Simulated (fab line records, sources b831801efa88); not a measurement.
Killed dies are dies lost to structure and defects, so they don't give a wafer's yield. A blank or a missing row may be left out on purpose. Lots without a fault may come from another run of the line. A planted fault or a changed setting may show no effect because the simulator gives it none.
Problem report in the 8D (eight disciplines) form, filled by code | flow sfq_line | the parts of the form that need people (team, actions taken, sign-off) are left out

1. THE PROBLEM
oes_product_au at SFQ_TRILAYER_L0_BARC_OPEN_METAL_ETCH_010 reads a mean of 0.663 a.u. on 2 wafers of 2 lots; wafers without a fault read 0.685 a.u. with a standard deviation of 0.005. That is -4.5 standard deviations from the usual mean.
The step: etches BARC in O2, target depth 125 nm, time 41.7 s.
First seen on wafer L231.6, day 5 15:32, on rie_metal-03. The record holds 35 wafers of 12 lots with a number at this step. Rule for "out", or "out of limits": more than 4 standard deviations from the usual mean. The other wafers with a number count as sound.

2. WHAT IT IS AND WHAT IT IS NOT
question                    | is               | is not
which readings at this step | oes_product_au   | drypump_motor_current_A
which lots                  | L231, L235       | L224, L225, L226, L230, L239, L240, L243, L244, L246, L247
which wafers of those lots  | L231.6, L235.6   | L231.1, L231.5, L235.3
read on which tools         | rie_metal-03     | rie_metal-01, rie_metal-02
when                        | from day 5 15:32 | up to then (14 sound wafers); but 19 sound wafers of L235, L239, L240, L243, L244, L246, L247 came after

3. SUSPECTS, AND WHAT RULES EACH OUT
Counting: a tool at a process step up to the reading stays a suspect if it ran every lot that is out. Sound lots after the first of them don't rule it out here, since some wafers of a struck lot are sound.
- litho_track-03 at SFQ_TRILAYER_L0_LITHO_COAT_010 (resist thk 62 nm): kept. It ran every lot that is out, first L231 (day 2 23:44); its last sound lot up to then is L230 (day 2 18:44).
- rie_metal-03 at SFQ_TRILAYER_L0_BARC_OPEN_METAL_ETCH_010 (etches BARC in O2, target depth 125 nm, time 41.7 s): kept. It ran every lot that is out, first L231 (day 5 15:32). Its own readings are out on those wafers: oes_product_au.
Left after counting: litho_track-03 at SFQ_TRILAYER_L0_LITHO_COAT_010, rie_metal-03 at SFQ_TRILAYER_L0_BARC_OPEN_METAL_ETCH_010.

4. THE CAUSE (what the simulator had put in)
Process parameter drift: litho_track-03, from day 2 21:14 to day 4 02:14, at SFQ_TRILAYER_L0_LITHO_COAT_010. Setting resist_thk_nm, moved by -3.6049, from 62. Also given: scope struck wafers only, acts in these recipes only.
Counting left 2 suspects, and this tool is among them.

5. THE CHAIN OF EFFECTS, in route order
Each row: a reading whose mean over the struck wafers that have a number lies more than 3 standard deviations from the usual. Only readings for which the record gives a usual standard deviation are gone through. hours: the time from each lot's start at the first step in this table that gives one to its start at this step, as a median over the lots. sigmas: the change in usual standard deviations.
hours | step                                     | reading        | usual      | on struck wafers | change | sigmas
0     | SFQ_TRILAYER_L0_BARC_OPEN_METAL_ETCH_010 | oes_product_au | 0.685 a.u. | 0.663            | -0.022 | -4.5
The process steps in it:
- SFQ_TRILAYER_L0_BARC_OPEN_METAL_ETCH_010: etches BARC in O2, target depth 125 nm, time 41.7 s.
Later measuring or inspecting steps at which every struck wafer that the step has a row for has a number for every such reading, and none has moved that far: SFQ_M0_OVL_MEAS_906.

6. WHAT WOULD HAVE CAUGHT IT SOONER
In this record the first reading out of limits was taken at day 5 15:32, 66 hours after the fault began at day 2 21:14.
All the lots that are out (2) had begun SFQ_TRILAYER_L0_LITHO_COAT_010 on litho_track-03 by day 5 15:32. A hold on the tool at that time would have spared none of them.
